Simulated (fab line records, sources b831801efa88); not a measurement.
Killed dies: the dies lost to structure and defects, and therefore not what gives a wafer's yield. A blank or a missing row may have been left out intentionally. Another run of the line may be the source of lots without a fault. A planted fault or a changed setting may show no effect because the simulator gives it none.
8D (eight disciplines) problem report, filled in by code | flow gf180mcu | the parts of the form that need people (team, actions taken, sign-off) are left out

== 1. THE ISSUE ==
Across 3 wafers from 2 lots, M2_ALCU_RS at GF_M2_RS_MEAS_05 averages 0.0750 ohm/sq, while fault-free wafers read 0.0696 ohm/sq with a standard deviation of 0.00065. That puts it +8.4 standard deviations away from the usual mean.
The step: measures by four-point-probe.
The first sign was on wafer L780.3 at day 21 23:46, on film_metro-01. At this step, 18 wafers from 6 lots have a number in the record. By rule, "out" or "out of limits" means more than 4 standard deviations away from the usual mean. Any other wafer with a number is counted as sound.

== 2. WHAT THIS IS AND IS NOT ==
question                    | is                     | is not
which readings at this step | M2_ALCU_RS             | -
which lots                  | L780, L781             | L771, L789, L792, L793
which wafers of those lots  | L780.3, L781.4, L781.5 | L780.1, L780.6, L781.1
read on which gauges        | film_metro-01          | film_metro-04
when                        | from day 21 23:46      | up to then (5 sound wafers); but 10 sound wafers of L781, L789, L792, L793 came after

== 3. WHAT RULES OUT EACH SUSPECT ==
Counting: any tool at a process step up to the reading remains a suspect provided it ran every lot that is out. Sound lots after the first of them don't rule it out here, since some wafers of a struck lot are sound.
- ruled out: the gauge at GF_M2_RS_MEAS_05. All the wafers that are out were read on film_metro-01, but those of them that GF_M2_METAL_ETCH_16 has rows for are out there too, on other tools.
- rie_diel-01 at GF_V1_ETCH_17 (etches SiO2 in C4F8/O2/Ar, stops on TiN, target depth 630 nm): kept. It ran every lot that is out, first L780 (day 21 22:14). With no start given for some of its lots, GF_V1_ETCH_17 uses the hours and lot order of GF_V1_STRIP_18.
- plasma_asher-01 at GF_V1_STRIP_18 (strips in O2/N2): kept. It ran every lot that is out, first L780 (day 21 22:14).
- pvd_sputter-03 at GF_M2_SPUTTER_00 (material Ti, target thk 37.5 nm, time 150 s): kept. It ran every lot that is out, first L780 (day 21 23:33).
- pvd_sputter-03 at GF_M2_SPUTTER_02 (material AlCu, target thk 450 nm, time 23.9 s): kept. It ran every lot that is out, first L780 (day 21 23:41).
- pvd_sputter-03 at GF_M2_SPUTTER_03 (material Ti, target thk 10 nm, time 6.7 s): kept. It ran every lot that is out, first L780 (day 21 23:43).
- pvd_sputter-03 at GF_M2_SPUTTER_04 (material TiN, target thk 50 nm, time 41.7 s): kept. It ran every lot that is out, first L780 (day 21 23:44).
- Within rie_diel-01 at GF_V1_ETCH_17: the wafers that are out ran in chambers 1, 2; their sound lot-mates ran in chambers 0, 3.
Left after counting: rie_diel-01 at GF_V1_ETCH_17, plasma_asher-01 at GF_V1_STRIP_18, pvd_sputter-03 at GF_M2_SPUTTER_00, pvd_sputter-03 at GF_M2_SPUTTER_02, pvd_sputter-03 at GF_M2_SPUTTER_03, pvd_sputter-03 at GF_M2_SPUTTER_04.

== 4. THE CAUSE (what the simulator had put in) ==
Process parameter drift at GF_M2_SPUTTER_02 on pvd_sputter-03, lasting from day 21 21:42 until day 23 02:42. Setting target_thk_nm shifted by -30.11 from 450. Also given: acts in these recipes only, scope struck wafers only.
This tool is one of the 6 suspects left after counting.

== 5. SEQUENCE OF EFFECTS, ordered by route ==
One row per reading whose mean, taken over the struck wafers that have a number, lies over 3 standard deviations from the usual. Readings are gone through only where the record gives a usual standard deviation; hours: the median, over the lots, of the time from a lot's start at the first step in this table giving one to that lot's start at this step; sigmas: the change measured in usual standard deviations.
hours | step                | reading        | usual         | on struck wafers | change  | sigmas
0     | GF_M2_RS_MEAS_05    | M2_ALCU_RS     | 0.0696 ohm/sq | 0.0750           | +0.0054 | +8.4
0     | GF_M2_THK_MEAS_06   | M2_ALCU_THK    | 447 nm        | 418              | -29     | -6.7
23    | GF_M2_METAL_ETCH_16 | oes_product_au | 0.971 a.u.    | 0.941            | -0.030  | -5.1
It contains these process steps:
- GF_M2_METAL_ETCH_16: etches the open film in Cl2/BCl3, stops on SiO2, target depth 627.5 nm, time 104.6 s.
Later measuring or inspecting steps at which every struck wafer that the step has a row for has a number for every such reading, and none has moved that far: GF_M2_CD_MEAS_14, GF_M2_OVL_MEAS_15.

== 6. HOW IT WOULD HAVE BEEN CAUGHT EARLIER ==
Counted from the fault's start at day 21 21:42, it took 2 hours until the first out-of-limits reading at a measuring or inspecting step in this record, taken at day 21 23:46.
An alarm limit of 4 standard deviations would not have fired on the tool readings at GF_M2_SPUTTER_02 for which the record gives a usual standard deviation, since none of them was out on any struck wafer.
Of the lots that are out (2), L781 began GF_M2_SPUTTER_02 on pvd_sputter-03 after day 21 23:46. Had the tool been put on hold then, it would have been spared.
